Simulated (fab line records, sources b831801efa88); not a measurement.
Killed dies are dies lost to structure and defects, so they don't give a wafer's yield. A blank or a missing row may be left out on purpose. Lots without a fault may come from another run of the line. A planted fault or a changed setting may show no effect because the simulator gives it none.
A struck lot beside a sound one | flow sky130 | 30 steps out of a route of 708
Sound: wafers L169.1, L169.3, L169.6. Struck: wafers L165.1, L165.3, L165.6. The cause comes at the end.
At each step with rows: each side's tool, then ch and its chambers, then its first start. Under that, the readings that differ: sound wafers | struck wafers | difference of the means | sigmas: that difference in standard deviations of wafers without a fault.
alike: readings whose means differ by less than 2 such deviations, and words and numbers that are the same on both sides. not compared: withheld readings, readings that some wafer has no value for, bounds like >300 that may hide the same value, and numbers for which the record gives no deviation and whose values overlap.
The two part at a step that has a row with sigmas, a row that says differs or no value, or rows on one side only. Numbers that don't overlap but have no deviation are shown without sigmas and don't part them. A reading that every wafer of one side lacks parts them only if that side has two wafers or more.

first, 5 steps without rows for these wafers: SKY_SONOS_ONO_COAT_08 (resist thk 1140 nm); SKY_SONOS_ONO_SOFTBAKE_09 (time 60 s); SKY_SONOS_ONO_EXPOSE_10 (exposes mask ONOM, target cd 410 nm); SKY_SONOS_ONO_PEB_11; SKY_SONOS_ONO_DEVELOP_12 (develop time 60 s).
SKY_SONOS_ONO_CD_MEAS_13: target cd 410 nm.
  sound on cd_sem-01, day 17 03:32; struck on cd_sem-01, day 16 00:19
  alike: cd_nm
SKY_SONOS_ONO_OVL_MEAS_14:
  sound on overlay-02, day 17 03:39; struck on overlay-02, day 16 00:26
  reading            | sound       | struck        | difference | sigmas
  SONOS_ONO_OVL (nm) | 3.5 0.8 1.8 | 0.5 -1.6 -1.3 | -2.8       | -2
SKY_SONOS_ONO_ETCH_15: etches the open film in CHF3/O2, target depth 19.52 nm, time 7.8 s.
  sound on rie_diel-03 ch 2,3, day 17 03:41; struck on rie_diel-04 ch 0,2,3, day 16 00:29
  alike: drypump_motor_current_A, oes_product_au, throttle_valve_pct
  not compared: rf_hours_counter_h
then, 1 step without rows for these wafers: SKY_SONOS_ONO_WET_ETCH_16 (etches SiO2 in dHF, target depth 14 nm, time 280 s).
SKY_SONOS_ONO_STRIP_17: strips in O2/N2.
  sound on plasma_asher-03 ch 1, day 17 03:48; struck on plasma_asher-04 ch 0, day 16 00:35
  alike: drypump_motor_current_A, n2_flow_sccm, oes_product_au, strip_time_to_endpoint_s
  not compared: rf_hours_counter_h
then, 2 steps without rows for these wafers: SKY_SONOS_ONO_WET_ETCH_18 (etches Si3N4 in H3PO4, target depth 15 nm, time 172 s); SKY_GATE_OXIDE_CLEAN_00 (cleans in SC1/SC2, time 150 s).
SKY_GATE_OXIDE_OXIDATION_01: stabilise 600 s, purge 300 s, target thk 10.268 nm.
  sound on furnace-02 ch 0, day 17 04:01; struck on furnace-01 ch 0, day 16 04:14
  alike: spike_tc_lower_C, spike_tc_upper_C, zone_power_top_pct
SKY_GATE_OXIDE_THK_MEAS_02:
  sound on film_metro-01, day 17 05:25; struck on film_metro-02, day 16 05:38
  reading                          | sound             | struck            | difference | sigmas
  GATE_OXIDE_OXIDATION_00_THK (nm) | 10.13 10.24 10.21 | 16.41 16.57 16.21 | +6.20      | +34
then, 7 steps without rows for these wafers: SKY_GATE_OXIDE_DEHYDRATE_03 (time 60 s); SKY_GATE_OXIDE_HMDS_04 (prime time 60 s); SKY_GATE_OXIDE_COAT_05 (resist thk 1140 nm); SKY_GATE_OXIDE_SOFTBAKE_06 (time 60 s); SKY_GATE_OXIDE_EXPOSE_07 (exposes mask LVOM, target cd 600 nm); SKY_GATE_OXIDE_PEB_08; SKY_GATE_OXIDE_DEVELOP_09 (develop time 60 s).
SKY_GATE_OXIDE_OVL_MEAS_10:
  sound on overlay-01, day 18 12:04; struck on overlay-02, day 17 07:23
  alike: GATE_OXIDE_OVL
then, 2 steps without rows for these wafers: SKY_GATE_OXIDE_IMPLANT_11; SKY_GATE_OXIDE_WET_ETCH_12 (etches SiO2 in dHF, target depth 16.8 nm, time 336 s).
SKY_GATE_OXIDE_STRIP_13: strips in O2/N2.
  sound on plasma_asher-02 ch 1, day 18 12:22; struck on plasma_asher-01 ch 0,1, day 17 07:41
  alike: drypump_motor_current_A, n2_flow_sccm, oes_product_au, strip_time_to_endpoint_s
  not compared: rf_hours_counter_h
SKY_GATE_OXIDE_TW_MEAS_14:
  sound on film_metro-04, day 18 12:28; struck on film_metro-01, day 17 07:47
  alike: GATE_OXIDE_TW
SKY_GATE_OXIDE_CLEAN_15: cleans in SC1/SC2, time 150 s.
  sound on wet_bench-02 ch 3, day 18 12:32; struck on wet_bench-03 ch 3, day 17 07:50
  reading                                           | sound             | struck            | difference | sigmas
  model.SiO2_of_GATE_OXIDE_OXIDATION_01.thk_nm (nm) | 9.775 9.898 9.901 | 16.08 16.21 15.84 | +6.19      |
SKY_GATE_OXIDE_OXIDATION_16: stabilise 600 s, purge 300 s, target thk 3.57 nm.
  sound on furnace-01 ch 0, day 18 14:40; struck on furnace-02 ch 0, day 17 08:45
  reading                                           | sound            | struck            | difference | sigmas
  zone_power_top_pct (%)                            | 24.9 25.4 25.3   | 28.0 27.8 27.9    | +2.7       | +2
  model.SiO2_of_GATE_OXIDE_OXIDATION_01.thk_nm (nm) | 11.5 11.58 11.63 | 17.41 17.56 17.18 | +5.81      |
  alike: spike_tc_lower_C, spike_tc_upper_C
then, 1 step without rows for these wafers: SKY_POLY_GATE_CVD_00 (deposits poly-Si, target thk 180 nm, time 720 s).
-- the record jumps here: 31 days lie between the struck wafers' starts before and after (it left off in module POLY_GATE and takes up again in module PAD_OPEN, whose first step shown is number 708 of the route) --
SKY_PAD_OPEN_PROBE_99:
  sound on prober-02, day 49 15:53; struck on prober-01, day 48 05:36
  reading                                | sound                         | struck                        | difference | sigmas
  killed_at_M4_up                        | 2 1 1                         | 5 5 5                         | +4         | +2
  model.etest.nfet_16v.r_on_ohm_um       | 1.425e+04 1.427e+04 1.441e+04 | 1.745e+04 1.742e+04 1.748e+04 | +3.140e+03 |
  model.etest.tip_sonos.rs_ohm_sq        | 2591 2602 2584                | 5194 5228 4948                | +2531      |
  model.etest.pfet_16v.r_on_ohm_um       | 1.519e+04 1.51e+04 1.519e+04  | 1.782e+04 1.75e+04 1.754e+04  | +2.460e+03 |
  model.etest.pfet_g5v0d10v5.r_on_ohm_um | 4729 4752 4731                | 6159 6194 6100                | +1414      |
  model.etest.nfet_g5v0d10v5.r_on_ohm_um | 1862 1866 1875                | 2419 2455 2380                | +550       |
  model.etest.tip_p.rs_ohm_sq            | 6711 6732 6713                | 7276 7294 7325                | +580       |
  model.etest.pfet_01v8.r_on_ohm_um      | 2820 2809 2797                | 3196 3176 3198                | +381       |
  model.etest.nfet_g5v0d10v5.drive_ua_um | 613.9 610 610.9               | 403.7 402.2 409.1             | -206.6     |
  alike: killed_at_M0_to_M3, killed_at_contacts, killed_at_front_end, killed_at_other, killed_dies, killed_open, killed_short

WHERE THEY PART
First at SKY_SONOS_ONO_OVL_MEAS_14; last, within this record, at SKY_PAD_OPEN_PROBE_99.

WHY: what the simulator had put in
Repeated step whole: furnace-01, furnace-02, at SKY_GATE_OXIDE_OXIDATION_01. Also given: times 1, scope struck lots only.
